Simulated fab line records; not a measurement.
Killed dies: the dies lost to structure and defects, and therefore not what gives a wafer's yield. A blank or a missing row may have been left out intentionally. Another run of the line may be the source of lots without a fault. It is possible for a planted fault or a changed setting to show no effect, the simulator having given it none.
fab line records    flow sky130
record lots=14  wafers=42  last-day=50
route steps=708 shown LDD_LDN@299
lots with no fault: from the same line, run without faults
start-h: the number of hours between the record's first day and the start of the first shown wafer of the lot    wait-h: how many hours have passed since the lot's step before this one    " the same as in the row above    L1.1+2: a single row standing in for several wafers    - no value, or no start given    * or withheld: withheld    < > ~ a bound
route shown NAME@n: a module of which the file shows steps, and the number in the route of the first    usual: mean/standard deviation of fault-free wafers    same: alike in all rows    chamber/n: place in a boat    sites: each site's reading    _std_site: standard deviation of those values    _edge_site: mean of outer sites minus mean of inner sites    radius-mm: for every site, how far away it sits from the centre of the wafer    mask NAME#n: copy n    behind: the most recent tool/chamber to have shaped the wafer    hold: the reason the lot was held/the length of the hold in hours/how it ended    device: whichever transistor did not switch (one of n, p or np)    end of line: the route-end tests of the same wafers    step lacking rows: just its recipe    killed: dies lost to structure and defects at the first sort, not the wafer's yield    map: per-die view of a wafer (x killed, . not killed, _ where there is no die)
set.NAME: the run value of the setting; set.NAME@STEP: its run value at that earlier step    model.NAME: the simulator's own value behind a step, which no gauge read
one table for each step of the route and one row for each wafer, over a sample of lots
services: the hour from which a tool's chamber was out of use, counted from the record's first day as start-h (under 0 if before that day), plus the number of hours and why
## steps
# step SKY_LDD_LDN_IMPLANT_10
# recipe species=As  energy-kev=15  dose-cm2=1.25e+13  tilt-deg=withheld  rotation-deg=203
# usual dose-ions-cm2=1.2502e+13/1.5e+10  faraday-current-uA=70.4/1.5
lot.wafer  tool          chamber  start-h  wait-h  dose-ions-cm2  faraday-current-uA
L600.1     implanter-04  0        553.92   0.1     1.2496e+13     69.4
L600.3     "             0        "        "       1.2497e+13     71.4
L600.6     "             0        "        "       1.2507e+13     70.2
L601.3     implanter-04  0        564.27   0.1     1.2512e+13     67.0
L601.4     "             0        "        "       1.2503e+13     71.9
L601.6     "             0        "        "       1.2503e+13     70.3
L602.2     implanter-04  0        572.66   0.1     1.8459e+13     102.2
L602.3     "             0        "        "       1.8457e+13     103.8
L602.4     "             0        "        "       1.8436e+13     101.1
L603.2     implanter-04  0        585.14   0.1     1.8458e+13     105.6
L603.4     "             0        "        "       1.8437e+13     106.3
L603.6     "             0        "        "       1.8457e+13     103.3
L604.3     implanter-01  0        593.53   0.1     1.2494e+13     70.9
L604.4     "             0        "        "       1.2508e+13     69.7
L604.5     "             0        "        "       1.25e+13       70.3
L605.2     implanter-03  0        601.89   0.1     1.2493e+13     66.7
L605.4     "             0        "        "       1.2517e+13     70.2
L605.5     "             0        "        "       1.2528e+13     70.8
L612.2     implanter-01  0        654.49   0.1     1.252e+13      69.4
L612.4     "             0        "        "       1.2504e+13     69.2
L612.5     "             0        "        "       1.2484e+13     71.7
L613.3     implanter-01  0        660.51   0.1     1.2511e+13     71.4
L613.5     "             0        "        "       1.2512e+13     69.4
L613.6     "             0        "        "       1.2526e+13     70.1
L614.1     implanter-01  0        676.92   0.1     1.2509e+13     72.0
L614.3     "             0        "        "       1.2516e+13     70.0
L614.4     "             0        "        "       1.2519e+13     70.9
L615.2     implanter-03  0        679.54   0.1     1.2501e+13     72.2
L615.5     "             0        "        "       1.2483e+13     71.4
L615.6     "             0        "        "       1.2496e+13     72.9
L617.1     implanter-01  0        701.51   0.1     1.2505e+13     72.3
L617.2     "             0        "        "       1.2523e+13     69.5
L617.3     "             0        "        "       1.252e+13      72.4
L618.4     implanter-01  0        706.09   0.1     1.2504e+13     68.0
L618.5     "             0        "        "       1.2486e+13     67.7
L618.6     "             0        "        "       1.2518e+13     69.7
L619.3     implanter-03  0        709.57   0.1     1.2488e+13     73.0
L619.4     "             0        "        "       1.2483e+13     71.3
L619.5     "             0        "        "       1.2478e+13     72.9
L620.1     implanter-01  0        718.87   0.1     1.2489e+13     68.8
L620.2     "             0        "        "       1.2499e+13     67.4
L620.6     "             0        "        "       1.2495e+13     73.6
# step SKY_LDD_LDN_TW_MEAS_13
# usual LDD_LDN_TW=1472/9.8
lot.wafer  tool           chamber  start-h  wait-h  LDD_LDN_TW
L600.1     film-metro-01  -        554.32   0.1     1485
L600.3     "              -        "        "       1494
L600.6     "              -        "        "       1494
L601.3     film-metro-04  -        564.64   0.1     1469
L601.4     "              -        "        "       1472
L601.6     "              -        "        "       1470
L602.2     film-metro-02  -        573.07   0.1     1516
L602.3     "              -        "        "       1519
L602.4     "              -        "        "       1524
L603.2     film-metro-04  -        585.52   0.1     1511
L603.4     "              -        "        "       1514
L603.6     "              -        "        "       1516
L604.3     film-metro-01  -        593.90   0.1     1484
L604.4     "              -        "        "       1477
L604.5     "              -        "        "       1474
L605.2     film-metro-04  -        602.27   0.1     1461
L605.4     "              -        "        "       1458
L605.5     "              -        "        "       1464
L612.2     film-metro-01  -        654.87   0.1     1488
L612.4     "              -        "        "       1482
L612.5     "              -        "        "       1482
L613.3     film-metro-02  -        660.88   0.1     1470
L613.5     "              -        "        "       1464
L613.6     "              -        "        "       1464
L614.1     film-metro-04  -        677.32   0.1     1464
L614.3     "              -        "        "       1459
L614.4     "              -        "        "       1461
L615.2     film-metro-04  -        679.92   0.1     1466
L615.5     "              -        "        "       1454
L615.6     "              -        "        "       1452
L617.1     film-metro-02  -        701.91   0.1     1476
L617.2     "              -        "        "       1472
L617.3     "              -        "        "       1473
L618.4     film-metro-02  -        706.44   0.1     1464
L618.5     "              -        "        "       1468
L618.6     "              -        "        "       1474
L619.3     film-metro-02  -        709.94   0.1     1467
L619.4     "              -        "        "       1463
L619.5     "              -        "        "       1462
L620.1     film-metro-01  -        719.27   0.1     1477
L620.2     "              -        "        "       1475
L620.6     "              -        "        "       1475
## services
tool          chamber  start-h  hours  kind
implanter-01  -        551.87   19.2   repair
implanter-01  -        557.26   2.1    repair
implanter-03  -        559.31   5.7    repair
implanter-04  -        685.26   4.9    repair
implanter-01  -        688.34   2.0    repair
## key
first-sign step=SKY_LDD_LDN_IMPLANT_10  reading=dose-ions-cm2  direction=up  sigmas=99+  usual=*  struck=*
effect step=SKY_LDD_LDN_IMPLANT_10  reading=faraday-current-uA  direction=up  sigmas=22  usual=70.4  struck=103.7
effect step=SKY_LDD_LDN_TW_MEAS_13  reading=LDD_LDN_TW  direction=up  sigmas=4.6  usual=1472  struck=1517
met-at SKY_LDD_LDN_IMPLANT_10
struck-lots L602,L603
tester-left-out L602,L603
onset-between 564.27 572.66
fault kind=process-parameter-drift  tool=implanter-04  chamber=-  onset-h=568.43  steps=SKY_LDD_LDN_IMPLANT_10  channel=dose-cm2  offset=*  shape=step  end-h=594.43  acts-in=*  stated=*
# tester-left-out: of these lots the tester's yield and bins aren't shown, on N5 and GAA mostly nor the transistor test; their killed dies are dies lost to structure and defects alone, not to doping, threshold or leakage, so they don't give the yield
